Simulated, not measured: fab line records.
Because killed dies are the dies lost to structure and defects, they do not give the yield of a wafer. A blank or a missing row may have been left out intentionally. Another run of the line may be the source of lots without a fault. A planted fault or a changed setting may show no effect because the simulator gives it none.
fab line records	flow sky130
record: lots: 5	wafers: 15	last-day: 50
route steps=708 shown FIELD_ISO@19 NWELL@32 DNWELL@35 PWDE@45 SALICIDE@361 PAD_OPEN@708
lots untouched by any fault: they come from a run of this same line in which no faults occurred
start-h: hours from the record's first day to the start of the lot's first wafer shown	wait-h: time in hours since the lot's previous step	" as in the row above	L1.1+2: several wafers, shown together as one row	- no value present, or no start provided	* or withheld: withheld	< > ~ a bound
route shown NAME@n: NAME is a module with steps in the file, n the number in the route of the first one	usual: mean/standard deviation taken from wafers without a fault	same: alike in all rows	chamber/n: place in a boat	sites: readings site by site	_std_site: how widely they spread, as a standard deviation	_edge_site: the outer-site mean with the inner-site mean subtracted	radius-mm: for every site, how far away it sits from the centre of the wafer	mask NAME#n: copy n	behind: tool/chamber where the wafer was last shaped	hold: why the lot went on hold/how many hours it stayed there/how the hold came to an end	device: the transistor (n, p or np) that didn't switch	end of line: the same wafers' tests at the end of the route	for a step that has no rows: nothing shown but its recipe	killed: the dies lost at the first sort to structure and to defects; this is not the yield of the wafer	map: shows each die of a wafer: x if killed, . if not, _ if none is there
set.NAME: the setting the step ran with; set.NAME@STEP: the setting that earlier step ran with	model.NAME: the simulator's own value behind a step, which no gauge read
lots seen at some steps along the route; tables by step, rows by wafer
services: a tool's chamber out of use, with start hour (start-h, from the record's first day; less than 0 if before it), hours out, and reason
== steps ==
step: SKY_FIELD_ISO_WET_ETCH_18
recipe: chemistry: H3PO4	target-depth-nm: 25	temp-c: 160	target: Si3N4	time-s: 286
step: SKY_FIELD_ISO_CLEAN_19
recipe: chemistry: SC1/SC2	mix: 1:4:20	temp-c: 70	time-s: 150
step: SKY_FIELD_ISO_CLEAN_20
recipe: chemistry: dHF	time-s: 20	dilution: 100:1
step: SKY_FIELD_ISO_WET_ETCH_21
recipe: chemistry: dHF	dilution: 100:1	target-depth-nm: 20	dry: ipa-marangoni	target: SiO2	temp-c: 25	time-s: 400
step: SKY_FIELD_ISO_OXIDATION_22
recipe: temp-c: 950	ambient: O2	stabilise-s: 600	purge-s: 300	target-thk-a: 100	ox-time-s: 623
step: SKY_FIELD_ISO_THK_MEAS_23
recipe: reads: SiO2_of_FIELD_ISO_OXIDATION_22
usual: FIELD_ISO_OXIDATION_01_THK: 9.89/0.18
lot.wafer	tool	chamber	start-h	wait-h	FIELD_ISO_OXIDATION_01_THK[nm]
L523.1	film-metro-03	-	69.18	0.0	9.80
L523.3	"	-	"	"	9.84
L523.6	"	-	"	"	9.86
L524.1	film-metro-02	-	73.35	0.0	9.62
L524.2	"	-	"	"	9.62
L524.5	"	-	"	"	9.89
L528.1	film-metro-04	-	97.92	0.0	9.91
L528.3	"	-	"	"	10.02
L528.6	"	-	"	"	9.94
L536.1	film-metro-03	-	137.06	0.0	9.58
L536.2	"	-	"	"	9.58
L536.4	"	-	"	"	9.93
L539.4	film-metro-02	-	151.34	0.0	9.83
L539.5	"	-	"	"	9.87
L539.6	"	-	"	"	10.01
step: SKY_FIELD_ISO_CVD_24
recipe: material: SiO2	target-thk-nm: 595	temp-c: 650	sigma-open-frac: 0.3	time-s: 99.2	sih4-flow-sccm: 60	pressure-mtorr: 6
step: SKY_FIELD_ISO_THK_MEAS_25
recipe: reads: SiO2_of_FIELD_ISO_CVD_24
usual: FIELD_ISO_CVD_24_THK: 593/5.2
lot.wafer	tool	chamber	start-h	wait-h	FIELD_ISO_CVD_24_THK[nm]
L523.1	film-metro-03	-	69.31	0.0	591
L523.3	"	-	"	"	599
L523.6	"	-	"	"	593
L524.1	film-metro-04	-	73.48	0.0	597
L524.2	"	-	"	"	598
L524.5	"	-	"	"	589
L528.1	film-metro-02	-	98.05	0.0	594
L528.3	"	-	"	"	590
L528.6	"	-	"	"	587
L536.1	film-metro-03	-	137.19	0.0	592
L536.2	"	-	"	"	598
L536.4	"	-	"	"	597
L539.4	film-metro-04	-	151.47	0.0	596
L539.5	"	-	"	"	595
L539.6	"	-	"	"	593
step: SKY_FIELD_ISO_ANNEAL_26
recipe: temp-c: 1000	time-s: 1800	ambient: N2
step: SKY_FIELD_ISO_CMP_27
recipe: stop-on: Si3N4	t-overpolish-s: 16	down-force-psi: 4	platen-rpm: 60	target-thk-nm: 457.8	pad-velocity-m-s: 0.94248
usual: motor-current-A: 11.9/1.4	overpolish-run-s: 16.000/0.0093	platen-rpm: 60.00/0.039	time-to-endpoint-s: 111/4.4
lot.wafer	tool	chamber	start-h	wait-h	motor-current-A	overpolish-run-s	platen-rpm	time-to-endpoint-s
L523.3	cmp-01	0	72.17	0.0	12.6	15.987	60.02	109
L523.1	"	2	"	"	9.9	15.989	59.97	109
L523.6	"	1	"	"	12.4	16.013	59.95	113
L524.2	cmp-01	0	76.29	0.1	13.6	15.989	60.07	106
L524.1	"	2	"	"	9.8	15.990	59.98	106
L524.5	"	0	"	"	12.2	15.983	60.02	107
L528.3	cmp-01	3	99.61	0.0	12.5	16.002	60.06	110
L528.1	"	1	"	"	11.7	16.015	59.97	108
L528.6	"	0	"	"	12.5	15.999	59.95	106
L536.1	cmp-01	1	138.75	0.0	11.5	15.993	60.01	117
L536.4	"	2	"	"	10.3	15.998	60.03	111
L536.2	"	3	"	"	13.0	16.001	59.96	119
L539.4	cmp-01	0	154.07	0.1	12.6	16.014	59.97	105
L539.5	"	2	"	"	9.5	15.995	60.03	108
L539.6	"	3	"	"	13.1	16.007	60.05	114
step: SKY_FIELD_ISO_WET_ETCH_28
recipe: chemistry: dHF	target-depth-nm: 23.7	target: SiO2	dilution: 10:1	temp-c: 25	time-s: 48.49
step: SKY_FIELD_ISO_WET_ETCH_29
recipe: chemistry: H3PO4	target-depth-nm: 160	target: Si3N4	temp-c: 160	time-s: 1825
step: SKY_FIELD_ISO_WET_ETCH_30
recipe: chemistry: dHF	target-depth-nm: 25	target: SiO2	dilution: 10:1	temp-c: 25	time-s: 50
usual: bath-heat-duty-pct: 6.4/0.68	temp-c: 24.98/0.11
lot.wafer	tool	chamber	start-h	wait-h	bath-heat-duty-pct	temp-c	model.SiO2_of_FIELD_ISO_CVD_24.thk-nm
L523.1	wet-bench-01	3	73.02	0.0	5.7	25.00	401.9
L523.3	"	3	"	"	6.5	25.13	402.2
L523.6	"	3	"	"	6.5	24.91	404.1
L524.1	wet-bench-03	1	77.08	0.0	5.9	24.90	402.1
L524.2	"	1	"	"	6.6	24.99	403.1
L524.5	"	1	"	"	6.9	24.91	402.3
L528.1	wet-bench-01	3	100.50	0.0	27.0	39.80	384.2
L528.3	"	3	"	"	27.2	39.79	384.6
L528.6	"	3	"	"	25.8	39.73	383.2
L536.1	wet-bench-03	0	139.59	0.0	5.5	25.07	402.8
L536.2	"	0	"	"	5.1	25.13	405.3
L536.4	"	0	"	"	6.0	25.16	403.2
L539.4	wet-bench-03	3	154.85	0.0	5.6	25.06	402.9
L539.5	"	3	"	"	6.3	25.07	404
L539.6	"	3	"	"	6.7	25.11	405.3
step: SKY_NWELL_CLEAN_00
recipe: chemistry: SC1/SC2	mix: 1:4:20	temp-c: 70	time-s: 150	dry: n2-spin
step: SKY_NWELL_OXIDATION_01
recipe: temp-c: 900	ambient: O2	stabilise-s: 600	purge-s: 300	target-thk-a: 100	ox-time-s: 1418
step: SKY_NWELL_THK_MEAS_02
recipe: reads: SiO2_of_NWELL_OXIDATION_01
usual: NWELL_OXIDATION_THK: 9.85/0.2
lot.wafer	tool	chamber	start-h	wait-h	NWELL_OXIDATION_THK[nm]
L523.1	film-metro-03	-	74.74	0.0	9.97
L523.3	"	-	"	"	10.05
L523.6	"	-	"	"	9.70
L524.1	film-metro-03	-	78.98	0.0	9.54
L524.2	"	-	"	"	9.57
L524.5	"	-	"	"	9.75
L528.1	film-metro-03	-	105.37	0.0	10.03
L528.3	"	-	"	"	9.97
L528.6	"	-	"	"	10.04
L536.1	film-metro-03	-	141.54	0.0	9.72
L536.2	"	-	"	"	9.89
L536.4	"	-	"	"	9.79
L539.4	film-metro-02	-	157.81	0.0	9.75
L539.5	"	-	"	"	9.78
L539.6	"	-	"	"	9.64
step: SKY_DNWELL_DEHYDRATE_00
recipe: temp-c: 200	time-s: 60
step: SKY_DNWELL_HMDS_01
recipe: prime-time-s: 60	prime-temp-c: 120
step: SKY_DNWELL_COAT_02
recipe: spin-rpm: 2000	resist-thk-nm: 3000
step: SKY_DNWELL_SOFTBAKE_03
recipe: temp-c: 110	time-s: withheld
step: SKY_DNWELL_EXPOSE_04
recipe: mask-id: DNM	na: 0.57	target-cd-nm: 3000	dose-mj: 222
step: SKY_DNWELL_PEB_05
recipe: temp-c: 115	time-s: withheld
step: SKY_DNWELL_DEVELOP_06
recipe: wall-angle-deg: 90	developer: TMAH	develop-time-s: 60	dev-temp-c: 23
step: SKY_DNWELL_IMPLANT_07
recipe: species: P	energy-kev: withheld	dose-cm2: withheld	tilt-deg: withheld
step: SKY_DNWELL_STRIP_08
recipe: chemistry: O2/N2	power-w: 1400	pressure-mtorr: 1500	platen-temp-c: withheld	o2-flow-sccm: 3000	n2-flow-sccm: 300	overash-fraction: 0.5
usual: chamber-pressure-mTorr: 1500.0/1.3	drypump-motor-current-A: 6.00/0.29	oes-product-au: 0.723/0.0046	strip-time-to-endpoint-s: 36.94/0.12
same: overash-fraction: 0.5
lot.wafer	tool	chamber	start-h	wait-h	chamber-pressure-mTorr	drypump-motor-current-A	oes-product-au	rf-hours-counter-h	strip-time-to-endpoint-s
L523.1	plasma-asher-02	1	92.11	0.1	1497.3	5.52	0.722	38	36.94
L523.3	"	1	"	"	1499.9	5.53	0.727	-	37.04
L523.6	"	0	"	"	1495.7	6.38	0.723	-	37.00
L524.1	plasma-asher-03	1	96.74	0.1	1498.7	5.89	0.721	39	37.06
L524.2	"	0	"	"	1502.0	6.13	0.721	39	37.04
L524.5	"	1	"	"	1501.9	5.89	0.721	-	37.04
L528.1	plasma-asher-03	0	123.44	0.1	1499.9	6.16	0.726	0	36.95
L528.3	"	0	"	"	1499.0	6.18	0.720	-	36.91
L528.6	"	0	"	"	1502.1	6.15	0.720	-	36.93
L536.1	plasma-asher-03	1	159.82	0.1	1499.6	5.93	0.720	1	37.02
L536.2	"	0	"	"	1501.9	6.17	0.721	1	36.84
L536.4	"	0	"	"	1498.7	6.15	0.725	-	36.97
L539.4	plasma-asher-02	1	178.60	0.1	1500.2	5.53	0.728	-	36.80
L539.5	"	1	"	"	1500.0	5.53	0.725	-	36.77
L539.6	"	0	"	"	1498.8	6.38	0.723	-	36.77
step: SKY_DNWELL_TW_MEAS_09
usual: DNWELL_TW: 1123/12
lot.wafer	tool	chamber	start-h	wait-h	DNWELL_TW
L523.1	film-metro-03	-	92.21	0.1	1120
L523.3	"	-	"	"	1123
L523.6	"	-	"	"	1126
L524.1	film-metro-03	-	96.84	0.1	1123
L524.2	"	-	"	"	1124
L524.5	"	-	"	"	1115
L528.1	film-metro-02	-	123.54	0.1	1125
L528.3	"	-	"	"	1122
L528.6	"	-	"	"	1130
L536.1	film-metro-01	-	159.92	0.1	1147
L536.2	"	-	"	"	1148
L536.4	"	-	"	"	1145
L539.4	film-metro-01	-	178.69	0.1	1136
L539.5	"	-	"	"	1141
L539.6	"	-	"	"	1140
step: SKY_PWDE_DEHYDRATE_00
recipe: temp-c: 200	time-s: 60
step: SKY_PWDE_HMDS_01
recipe: prime-time-s: 60	prime-temp-c: 120
step: SKY_PWDE_COAT_02
recipe: spin-rpm: 1972	resist-thk-nm: 3000
step: SKY_PWDE_SOFTBAKE_03
recipe: temp-c: 110	time-s: withheld
step: SKY_PWDE_EXPOSE_04
recipe: mask-id: PWDEM	na: 0.6	source-shape: conventional	sigma-outer: 0.6	polarization: unpolarized	target-cd-nm: 840	dose-mj: 214
step: SKY_PWDE_PEB_05
recipe: temp-c: 115	time-s: withheld
step: SKY_PWDE_DEVELOP_06
recipe: wall-angle-deg: 90	developer: TMAH	develop-time-s: 60	dev-temp-c: 23
step: SKY_PWDE_OVL_MEAS_07
usual: PWDE_OVL: -0.5/1.2
lot.wafer	tool	chamber	start-h	wait-h	PWDE_OVL[nm]
L523.1	overlay-01	-	109.82	-	1.0
L523.3	"	-	"	"	-1.1
L523.6	"	-	"	"	0.2
L524.1	overlay-01	-	114.07	-	0.9
L524.2	"	-	"	"	1.7
L524.5	"	-	"	"	1.1
L528.1	overlay-02	-	142.62	-	-0.5
L528.3	"	-	"	"	-0.6
L528.6	"	-	"	"	-0.4
L536.1	overlay-01	-	180.77	-	0.2
L536.2	"	-	"	"	0.5
L536.4	"	-	"	"	1.1
L539.4	overlay-02	-	200.53	-	-0.8
L539.5	"	-	"	"	0.0
L539.6	"	-	"	"	-0.2
step: SKY_PWDE_IMPLANT_08
recipe: species: B	energy-kev: 150	dose-cm2: 3.6e+12	tilt-deg: withheld
step: SKY_PWDE_STRIP_09
recipe: chemistry: O2/N2	power-w: 1400	pressure-mtorr: 1500	platen-temp-c: withheld	o2-flow-sccm: 3000	n2-flow-sccm: 300	overash-fraction: 0.5
usual: chamber-pressure-mTorr: 1499.9/1.4	drypump-motor-current-A: 5.91/0.16	oes-product-au: 0.723/0.0043	strip-time-to-endpoint-s: 37.16/0.11
same: overash-fraction: 0.5
lot.wafer	tool	chamber	start-h	wait-h	chamber-pressure-mTorr	drypump-motor-current-A	oes-product-au	rf-hours-counter-h	strip-time-to-endpoint-s
L523.1	plasma-asher-01	1	110.10	0.2	1501.9	5.76	0.721	46	37.08
L523.3	"	0	"	"	1500.1	5.73	0.721	-	37.13
L523.6	"	1	"	"	1499.8	5.75	0.721	-	37.10
L524.1	plasma-asher-01	0	114.25	0.1	1498.6	5.73	0.724	47	37.26
L524.2	"	1	"	"	1499.4	5.73	0.722	47	37.22
L524.5	"	0	"	"	1498.4	5.70	0.726	-	37.15
L528.1	plasma-asher-04	1	142.80	0.1	1497.9	5.99	0.731	33	37.18
L528.3	"	1	"	"	1500.5	5.99	0.723	-	37.23
L528.6	"	1	"	"	1500.8	6.01	0.725	-	37.28
L536.1	plasma-asher-04	0	180.95	0.1	1500.3	6.07	0.719	37	37.23
L536.2	"	1	"	"	1497.6	5.99	0.724	37	37.24
L536.4	"	1	"	"	1497.0	5.99	0.723	-	37.23
L539.4	plasma-asher-03	1	200.73	0.1	1500.8	5.95	0.732	-	37.14
L539.5	"	0	"	"	1499.4	6.14	0.719	-	37.12
L539.6	"	1	"	"	1502.0	5.97	0.716	-	37.17
step: SKY_PWDE_TW_MEAS_10
usual: PWDE_TW: 378/4.2
lot.wafer	tool	chamber	start-h	wait-h	PWDE_TW
L523.1	film-metro-03	-	110.20	0.1	373
L523.3	"	-	"	"	375
L523.6	"	-	"	"	372
L524.1	film-metro-01	-	114.35	0.1	383
L524.2	"	-	"	"	379
L524.5	"	-	"	"	381
L528.1	film-metro-03	-	142.90	0.1	371
L528.3	"	-	"	"	372
L528.6	"	-	"	"	371
L536.1	film-metro-02	-	181.05	0.1	374
L536.2	"	-	"	"	374
L536.4	"	-	"	"	375
L539.4	film-metro-02	-	200.83	0.1	374
L539.5	"	-	"	"	374
L539.6	"	-	"	"	376
step: SKY_NWELL_DEHYDRATE_03
recipe: temp-c: 200	time-s: 60
step: SKY_NWELL_HMDS_04
recipe: prime-time-s: 60	prime-temp-c: 120
step: SKY_NWELL_COAT_05
recipe: spin-rpm: 2000	resist-thk-nm: 3000
step: SKY_NWELL_SOFTBAKE_06
recipe: temp-c: 110	time-s: withheld
step: SKY_NWELL_EXPOSE_07
recipe: mask-id: NWM	na: 0.6	source-shape: conventional	sigma-outer: 0.6	polarization: unpolarized	target-cd-nm: 840	dose-mj: 255
step: SKY_SALICIDE_CLEAN_00
recipe: chemistry: HF-last	time-s: 30	dilution: 100:1	dry: ipa-marangoni
lot.wafer	tool	chamber	start-h	wait-h	model.SiO2_of_FIELD_ISO_CVD_24.thk-nm
L523.1	wet-bench-03	3	706.96	0.1	355.6
L523.3	"	3	"	"	355.8
L523.6	"	3	"	"	357.6
L524.1	wet-bench-04	2	717.11	0.1	355.9
L524.2	"	2	"	"	356.9
L524.5	"	2	"	"	356.2
L528.1	wet-bench-04	3	748.42	0.1	338.2
L528.3	"	3	"	"	338.6
L528.6	"	3	"	"	337.2
L536.1	wet-bench-04	2	799.92	0.1	356.6
L536.2	"	2	"	"	358.9
L536.4	"	2	"	"	356.9
L539.4	wet-bench-01	3	820.31	0.0	356.7
L539.5	"	3	"	"	357.7
L539.6	"	3	"	"	359.1
step: SKY_PAD_OPEN_PROBE_99
usual: killed_at_M0_to_M3: 43/7.6	killed_at_M4_up: 2.8/1.9	killed-at-contacts: 24/4.7	killed-at-front-end: 16/4.4	killed-at-other: 0.2/0.4	killed-dies: 86/9.9	killed-open: 47/8.2	killed-short: 39/6.3
same: gross-dies: 492	killed-at-back-side: 0
lot.wafer	tool	chamber	start-h	wait-h	killed_at_M0_to_M3	killed_at_M4_up	killed-at-contacts	killed-at-front-end	killed-at-other	killed-dies	killed-open	killed-short	model.etest.res_p_drift_20v.line-ohm-um	model.etest.res_p_drift_20v.rs-ohm-sq	model.etest.pfet_16v.r-on-ohm-um	model.etest.res-iso-pwell.rs-ohm-sq	model.etest.res-iso-pwell.line-ohm-um	model.etest.cap-li-to-poly.c-af-um2	model.etest.cap-poly-to-well.c-af-um2	model.etest.field-p.vt-v
L523.1	prober-01	-	1118.35	0.1	61	5	30	14	0	110	63	47	1.134e+04	9471	1.579e+04	3144	1191	102.2	90.76	-45.54
L523.3	prober-01	-	1118.45	0.2	57	1	18	18	0	94	58	36	1.137e+04	9402	1.586e+04	3136	1179	97.45	88.83	-45.24
L523.6	prober-01	-	1118.60	0.2	43	5	20	16	0	84	42	42	1.149e+04	9660	1.616e+04	3250	1214	100	90.69	-45.99
L524.1	prober-01	-	1125.23	0.1	37	1	21	13	0	72	38	34	1.213e+04	1.002e+04	1.546e+04	3017	1162	99.1	90.85	-40
L524.2	prober-01	-	1125.28	0.1	44	1	23	9	0	77	44	33	1.224e+04	1.037e+04	1.542e+04	3061	1160	96.57	87.2	-40.59
L524.5	prober-01	-	1125.43	0.2	47	3	17	21	0	88	46	42	1.19e+04	1.006e+04	1.542e+04	2998	1117	98.3	92.81	-39.92
L528.1	prober-01	-	1148.73	0.1	30	6	19	14	0	69	37	32	1.044e+04	8624	1.468e+04	2584	966.5	92.93	97.81	-36.13
L528.3	prober-01	-	1148.83	0.2	40	5	18	14	0	77	37	40	1.095e+04	9025	1.49e+04	2698	1011	92.92	94.45	-38.17
L528.6	prober-01	-	1148.98	0.2	32	1	27	21	0	81	36	45	1.073e+04	8973	1.488e+04	2673	1006	93.82	93.03	-37.46
L536.1	prober-01	-	1181.66	0.1	40	4	33	10	0	87	45	42	1.104e+04	9194	1.522e+04	3113	1170	98.07	92.22	-41.93
L536.2	prober-01	-	1181.71	0.1	33	3	22	19	0	77	37	40	1.17e+04	1.003e+04	1.582e+04	3510	1326	98.9	88.1	-44.74
L536.4	prober-01	-	1181.81	0.2	40	3	28	16	1	88	54	34	1.212e+04	1.009e+04	1.606e+04	3569	1356	98.98	87.99	-44.97
L539.4	prober-02	-	1197.18	0.2	44	2	32	17	1	96	47	49	1.27e+04	1.074e+04	1.577e+04	2940	1115	94.01	86.2	-44.28
L539.5	prober-02	-	1197.23	0.2	50	1	29	13	0	93	48	45	1.202e+04	9933	1.553e+04	2739	1039	99.84	90.98	-42.4
L539.6	prober-02	-	1197.28	0.2	43	1	17	20	0	81	48	33	1.275e+04	1.056e+04	1.574e+04	2882	1098	97.72	89.81	-44.1
killed by level:class
L523.1 CONTACT:geometric-particle:open=13 VIA1:geometric-particle:open=13 VIA3:geometric-particle:open=13 VIA1:geometric-particle:short=8 LI_CONTACT:geometric-particle:open=7 VIA2:geometric-particle:open=6 METAL2:geometric-particle:short=5 CONTACT:geometric-particle:short=5
L523.3 VIA1:geometric-particle:open=14 CONTACT:geometric-particle:open=8 METAL1:geometric-particle:short=7 VIA2:geometric-particle:open=7 METAL2:geometric-particle:short=6 POLY_GATE:geometric-particle:open=6 VIA3:geometric-particle:open=6 FIELD_ISO:geometric-particle:open=5
L523.6 VIA1:geometric-particle:open=9 VIA2:geometric-particle:open=9 VIA3:geometric-particle:open=5 POLY_GATE:geometric-particle:open=5 LOCAL_INTERCONNECT:geometric-particle:short=5 METAL1:geometric-particle:short=5 METAL4:geometric-particle:short=5 FIELD_ISO:geometric-particle:short=4
L524.1 CONTACT:geometric-particle:open=9 METAL2:geometric-particle:short=8 VIA2:geometric-particle:open=7 VIA1:geometric-particle:open=5 FIELD_ISO:geometric-particle:open=4 FIELD_ISO:geometric-particle:short=4 LOCAL_INTERCONNECT:geometric-particle:short=4 CONTACT:geometric-particle:short=4
L524.2 VIA3:geometric-particle:open=11 VIA1:geometric-particle:open=9 CONTACT:geometric-particle:open=8 LI_CONTACT:geometric-particle:open=7 METAL1:geometric-particle:short=7 CONTACT:geometric-particle:short=5 VIA1:geometric-particle:short=4 METAL3:geometric-particle:short=4
L524.5 VIA1:geometric-particle:open=10 VIA2:geometric-particle:open=9 METAL2:geometric-particle:short=8 CONTACT:geometric-particle:short=6 CONTACT:geometric-particle:open=6 FIELD_ISO:geometric-particle:open=5 VIA1:geometric-particle:short=4 SPACER:geometric-particle:open=4
L528.1 LI_CONTACT:geometric-particle:open=8 VIA1:geometric-particle:open=7 CONTACT:geometric-particle:short=5 FIELD_ISO:geometric-particle:open=4 METAL4:geometric-particle:short=4 VIA3:geometric-particle:open=4 VIA2:geometric-particle:open=4 VIA1:geometric-particle:short=4
L528.3 FIELD_ISO:geometric-particle:short=6 CONTACT:geometric-particle:open=6 VIA2:geometric-particle:short=6 VIA1:geometric-particle:open=6 VIA3:geometric-particle:open=6 VIA1:geometric-particle:short=5 FIELD_ISO:geometric-particle:open=4 LI_CONTACT:geometric-particle:open=4
L528.6 FIELD_ISO:geometric-particle:short=11 CONTACT:geometric-particle:open=10 METAL2:geometric-particle:short=7 LI_CONTACT:geometric-particle:open=6 FIELD_ISO:geometric-particle:open=5 VIA1:geometric-particle:short=5 CONTACT:geometric-particle:short=5 VIA1:geometric-particle:open=5
L536.1 CONTACT:geometric-particle:open=14 VIA1:geometric-particle:open=9 CONTACT:geometric-particle:short=8 METAL1:geometric-particle:short=7 VIA2:geometric-particle:short=6 METAL3:geometric-particle:short=5 VIA3:geometric-particle:open=5 LI_CONTACT:geometric-particle:open=4
L536.2 CONTACT:geometric-particle:open=9 VIA1:geometric-particle:open=8 FIELD_ISO:geometric-particle:short=5 FIELD_ISO:geometric-particle:open=5 POLY_GATE:geometric-particle:short=5 METAL2:geometric-particle:short=5 VIA3:geometric-particle:open=5 LI_CONTACT:geometric-particle:open=4
L536.4 VIA1:geometric-particle:open=14 LI_CONTACT:geometric-particle:open=9 CONTACT:geometric-particle:open=8 VIA2:geometric-particle:open=6 VIA1:geometric-particle:short=6 POLY_GATE:geometric-particle:open=6 CONTACT:geometric-particle:short=6 LOCAL_INTERCONNECT:geometric-particle:short=5
L539.4 CONTACT:geometric-particle:open=9 METAL1:geometric-particle:short=9 LI_CONTACT:geometric-particle:open=8 VIA1:geometric-particle:open=8 CONTACT:geometric-particle:short=7 FIELD_ISO:geometric-particle:open=5 VIA3:geometric-particle:short=5 VIA3:geometric-particle:open=5
L539.5 CONTACT:geometric-particle:open=11 VIA1:geometric-particle:open=10 METAL2:geometric-particle:short=9 CONTACT:geometric-particle:short=8 VIA3:geometric-particle:open=7 LOCAL_INTERCONNECT:geometric-particle:short=5 VIA1:geometric-particle:short=5 FIELD_ISO:geometric-particle:open=4
L539.6 VIA2:geometric-particle:open=9 VIA3:geometric-particle:open=8 VIA1:geometric-particle:open=7 FIELD_ISO:geometric-particle:short=6 CONTACT:geometric-particle:open=6 METAL2:geometric-particle:short=5 POLY_GATE:geometric-particle:short=4 LI_CONTACT:geometric-particle:open=4
== services ==
tool	chamber	start-h	hours	kind
cmp-01	-	64.00	4.0	pm
plasma-asher-03	-	108.75	9.0	pm
cmp-01	-	120.72	0.2	repair
plasma-asher-03	-	129.83	25.0	pm
cmp-01	-	210.46	3.4	pm
cmp-01	-	235.36	0.6	repair
cmp-01	-	248.44	1.7	repair
plasma-asher-03	-	263.95	3.8	repair
cmp-01	-	282.34	1.3	repair
cmp-01	-	285.99	3.8	pm
plasma-asher-03	-	310.88	2.8	pm
plasma-asher-03	-	315.51	2.1	repair
cmp-01	-	331.45	3.8	repair
wet-bench-03	-	388.06	5.2	repair
cmp-01	-	404.00	4.0	pm
cmp-01	-	432.51	3.8	repair
cmp-01	-	467.07	1.3	repair
cmp-01	-	475.55	0.9	repair
cmp-01	-	500.19	0.6	repair
plasma-asher-03	-	503.02	2.1	repair
cmp-01	-	579.46	4.9	pm
cmp-01	-	744.00	4.0	pm
cmp-01	-	748.00	8.8	pm
cmp-01	-	814.65	0.2	repair
== key ==
first-sign: step: SKY_FIELD_ISO_WET_ETCH_30	reading: temp-c	direction: up	sigmas: 99+	usual: *	struck: *
effect: step: SKY_FIELD_ISO_WET_ETCH_30	reading: bath-heat-duty-pct	direction: up	sigmas: 30	usual: 6.4	struck: 26.7
model-effect: step: SKY_FIELD_ISO_WET_ETCH_30	value: SiO2_of_FIELD_ISO_CVD_24.thk-nm	without: 403.7	struck: 384
model-effect: step: SKY_SALICIDE_CLEAN_00	value: SiO2_of_FIELD_ISO_CVD_24.thk-nm	without: 357.7	struck: 338
model-effect: step: SKY_PAD_OPEN_PROBE_99	value: etest.res_p_drift_20v.line-ohm-um	without: 1.204e+04	struck: 1.071e+04
met-at SKY_FIELD_ISO_WET_ETCH_30
struck-wafers L528.1,L528.3,L528.6
tester-left-out L528
onset-between 73.02 100.50
fault: kind: process-parameter-drift	tool: wet-bench-01	chamber: 3	onset-h: 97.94	steps: SKY_FIELD_ISO_WET_ETCH_30	channel: temp-c	offset: *	shape: step	end-h: 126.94	acts-in: *	stated: *
tester-left-out: of these lots the tester's yield and bins aren't shown, on N5 and GAA mostly nor the transistor test; their killed dies are dies lost to structure and defects alone, not to doping, threshold or leakage, so they don't give the yield
